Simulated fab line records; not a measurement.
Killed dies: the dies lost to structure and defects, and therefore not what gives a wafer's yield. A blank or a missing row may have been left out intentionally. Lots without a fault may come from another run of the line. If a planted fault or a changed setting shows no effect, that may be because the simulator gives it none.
Which tool was responsible? :: flow sky130 :: Sampling: 11 lots, 33 wafers, 2 of 708 route steps

## WHAT THE GAUGES SHOWED, per wafer
SKY_VIA4_OVL_MEAS_11.
lot: L751
measured: day 42 20:26
on: overlay-01
VIA4_OVL (nm): -0.2 -0.2 0.2

lot: L752
measured: day 43 09:44
on: overlay-02
VIA4_OVL (nm): 1.3 0.2 0.5

lot: L753
measured: day 43 14:38
on: overlay-01
VIA4_OVL (nm): 2.3 2.8 1.6

lot: L754
measured: day 44 01:29
on: overlay-01
VIA4_OVL (nm): -0.8 -0.3 0.4

lot: L755
measured: day 44 14:17
on: overlay-01
VIA4_OVL (nm): -1.5 -1.7 -3.2

lot: L756
measured: day 44 21:49
on: overlay-02
VIA4_OVL (nm): -0.5 0.6 -0.1

lot: L757
measured: day 45 02:24
on: overlay-02
VIA4_OVL (nm): 0.7 0.6 0.1

lot: L758
measured: day 45 01:22
on: overlay-02
VIA4_OVL (nm): 1.8 0.7 1.2

lot: L767
measured: day 47 04:12
on: overlay-02
VIA4_OVL (nm): 1.8 0.0 -1.0

lot: L771
measured: day 48 02:52
on: overlay-01
VIA4_OVL (nm): -1.0 -1.3 -1.0

lot: L772
measured: day 48 08:46
on: overlay-02
VIA4_OVL (nm): 1.5 0.8 0.1

## WHAT TOOL EACH LOT RAN ON (gives the tool, then ch and the chambers of the sampled wafers, and finally the start)
lot: L751
SKY_POLY_CUT_ETCH_10: rie diel-01 ch 0,2,3, day 24 01:59

lot: L752
SKY_POLY_CUT_ETCH_10: rie diel-02 ch 1,2,3, day 24 18:58

lot: L753
SKY_POLY_CUT_ETCH_10: rie diel-01 ch 0,3, day 25 03:32

lot: L754
SKY_POLY_CUT_ETCH_10: rie diel-01 ch 1,2,3, day 25 13:34

lot: L755
SKY_POLY_CUT_ETCH_10: rie diel-01 ch 0,1,3, day 26 05:08

lot: L756
SKY_POLY_CUT_ETCH_10: rie diel-03 ch 1,3, day 26 15:04

lot: L757
SKY_POLY_CUT_ETCH_10: rie diel-01 ch 0,3, day 26 23:26

lot: L758
SKY_POLY_CUT_ETCH_10: rie diel-03 ch 0,2,3, day 27 01:55

lot: L767
SKY_POLY_CUT_ETCH_10: rie diel-01 ch 0,1,3, day 29 21:28

lot: L771
SKY_POLY_CUT_ETCH_10: rie diel-03 ch 0,2, day 31 05:29

lot: L772
SKY_POLY_CUT_ETCH_10: rie diel-03 ch 0,1, day 31 15:07
- SKY_POLY_CUT_ETCH_10: etches BARC in N2/H2, stops on SiO2, time 45.9 s, target depth 60 nm.

## THE ANSWER, worked out from the rows above alone
Rule: what is usual is taken from the lots themselves. The widest of any qualifying gaps counts: lots, ordered by their means at a reading, are off when they make up no more than a third of the lots, leave a main group of 4 or more, and stand apart from it by 3 or more times the standard deviation of that group's means. Not used: any main group whose means are identical at the precision the tables above print for the reading. Also off: a lot with no number at a reading for which 4 or more lots have one. All remaining lots with rows at the step are treated as sound.
Across all readings shown, no lot is off: no conclusion can be drawn from this.

## WHAT THE SIMULATOR PUT IN
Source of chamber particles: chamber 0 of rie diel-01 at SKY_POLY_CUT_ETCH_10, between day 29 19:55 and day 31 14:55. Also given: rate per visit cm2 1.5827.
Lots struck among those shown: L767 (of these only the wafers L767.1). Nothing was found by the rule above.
